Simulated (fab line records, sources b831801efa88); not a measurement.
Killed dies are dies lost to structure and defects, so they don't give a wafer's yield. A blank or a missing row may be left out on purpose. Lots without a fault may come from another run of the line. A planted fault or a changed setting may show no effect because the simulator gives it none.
One fault seen from 2 desks | flow sky130 | each desk has only its own numbers; what lay behind them comes last

THE METROLOGY DESK
What the gauges read, lot by lot, whatever tool the lot ran on: means of the sampled wafers that have a number. A lot is out of limits, marked OUT, if its mean lies more than 4 standard deviations from the usual mean; the brackets give that distance.
Columns: A = SD_N_RS at SKY_SD_N_RS_MEAS_16, usual 68.49 ohm/sq
lot  | first seen here | A
L290 | day 29 06:20    | 68.42
L289 | day 29 06:53    | 68.58
L291 | day 29 18:25    | 68.37
L292 | day 29 21:20    | 68.52
L302 | day 33 03:58    | 68.52
L304 | day 33 13:49    | 68.42
L305 | day 33 17:53    | 68.39
L307 | day 34 09:58    | 68.49
L308 | day 34 20:18    | 68.48
This desk's finding: nothing out of limits on any of the 9 lots.

THE TOOL OWNER'S DESK: rie_si-02
The tool's own readings at SKY_FIELD_ISO_ETCH_17 (etches Si in HBr/Cl2/O2, target depth 342 nm, time 97.7 s): means of the sampled wafers that have a number, for each lot that ran on this tool. A lot is out of limits, marked OUT, if its mean lies more than 4 standard deviations from the usual mean; the brackets give that distance.
Columns: A = drypump_motor_current_A at SKY_FIELD_ISO_ETCH_17, usual 5.6 A; B = oes_product_au at SKY_FIELD_ISO_ETCH_17, usual 1.001 a.u.; C = throttle_valve_pct at SKY_FIELD_ISO_ETCH_17, usual 25.656 %
lot  | first seen here | A   | B                | C
L289 | day 2 05:52     | 5.8 | 0.995            | 25.662
L290 | day 2 10:34     | 5.0 | 0.998            | 25.652
L291 | day 2 16:43     | 5.8 | 1.006            | 25.644
L302 | day 5 00:58     | 5.7 | 0.931 (-7.6) OUT | 25.704 (+4.8) OUT
This desk's finding: out of limits on L302; first on L302, day 5 00:58 (oes_product_au at SKY_FIELD_ISO_ETCH_17). In limits: L289, L290, L291.

PUT TOGETHER
The tool owner's desk could have raised an alarm at day 5 00:58, on L302.
The metrology desk saw nothing out of limits.
The metrology desk has L302 on record, within its limits.
Of the lots named, all ran SKY_FIELD_ISO_ETCH_17 on rie_si-02.

WHAT THE SIMULATOR HAD PUT IN
Process parameter drift: rie_si-02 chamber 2, from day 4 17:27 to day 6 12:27, at SKY_FIELD_ISO_ETCH_17. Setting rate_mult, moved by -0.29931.
Lots struck among those shown: L302.
Hours from the fault's start to each desk's first reading out of limits: the tool owner's desk, 8.
